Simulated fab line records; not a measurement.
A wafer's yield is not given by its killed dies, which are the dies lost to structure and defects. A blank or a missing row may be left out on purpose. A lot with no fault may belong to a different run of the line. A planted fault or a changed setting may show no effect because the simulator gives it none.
Chamber matching | flow sky130 | SKY_CONTACT_ETCH_16 on rieDiel-02: 4 sister chambers
The step etches BARC in N2/H2, stops on SiO2, time 45.9 s, target depth 60 nm. 14 wafers are shown with their chamber, then 7 later ones without.

## WAFERS WITH THEIR CHAMBER
wafer  | chamber | rfFwdPowerW (W) | oesProductAu (a.u.) | throttleValvePct (%)
L077.1 | 2       | 495.5           | 0.857               | 13.225
L077.3 | 1       | 491.6           | 0.852               | 13.222
L077.4 | 3       | 493.2           | 0.857               | 13.226
L078.2 | 3       | 495.9           | 0.860               | 13.240
L078.3 | 1       | 490.7           | 0.852               | 13.214
L078.4 | 2       | 498.5           | 0.846               | 13.229
L083.1 | 0       | 493.9           | 0.852               | 13.217
L083.2 | 3       | 493.6           | 0.861               | 13.233
L083.4 | 2       | 494.8           | 0.857               | 13.216
L084.2 | 0       | 493.0           | 0.854               | 13.228
L084.5 | 3       | 496.1           | 0.857               | 13.234
L084.6 | 0       | 494.0           | 0.846               | 13.218
L089.2 | 2       | 498.5           | 0.854               | 13.231
L089.3 | 3       | 494.4           | 0.856               | 13.213

SIGNATURES (means of the wafers above)
reading          | chamber 0 | chamber 1 | chamber 2 | chamber 3 | scatter within a chamber
rfFwdPowerW      | 493.633   | 491.150   | 496.825   | 494.640   | 1.39
oesProductAu     | 0.85067   | 0.85200   | 0.85350   | 0.85820   | 0.00367
throttleValvePct | 13.22100  | 13.21800  | 13.22525  | 13.22920  | 0.00816
Rule: for each reading, subtract the chamber's mean from the wafer's reading, divide by that reading's scatter and square the result; add these up over the readings and take the root, which gives the wafer's distance from the chamber. If the next closest chamber is less than 2 further off than the closest, the wafer can't be placed; otherwise it belongs to the closest. How the scatter is found: for the shown wafers, subtract from each reading the mean of its chamber, square and add these, divide the total by (wafers less chambers), then take the root.

## WAFERS WITHOUT THEIR CHAMBER
wafer  | rfFwdPowerW (W) | oesProductAu (a.u.) | throttleValvePct (%)
L089.5 | 494.7           | 0.855               | 13.223
L091.1 | 495.9           | 0.850               | 13.231
L091.3 | 495.2           | 0.860               | 13.210
L091.6 | 494.5           | 0.849               | 13.225
L092.1 | 490.4           | 0.858               | 13.239
L092.3 | 491.6           | 0.848               | 13.222
L092.5 | 492.2           | 0.854               | 13.240

## CHAMBER TAKEN BY EACH
wafer  | from the rows above               | in truth
L089.5 | can't be placed: 3 or 0 or 2 or 1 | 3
L091.1 | can't be placed: 2 or 0 or 3      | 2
L091.3 | can't be placed: 3 or 2 or 0 or 1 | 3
L091.6 | can't be placed: 0 or 2 or 3 or 1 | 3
L092.1 | can't be placed: 1 or 3 or 0 or 2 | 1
L092.3 | can't be placed: 1 or 0           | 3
L092.5 | can't be placed: 3 or 0 or 1 or 2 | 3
Correct placement for 0 of the 7. From these rows, 7 cannot be placed; in 6 the true chamber is one of the candidates. 0 placed wrongly.
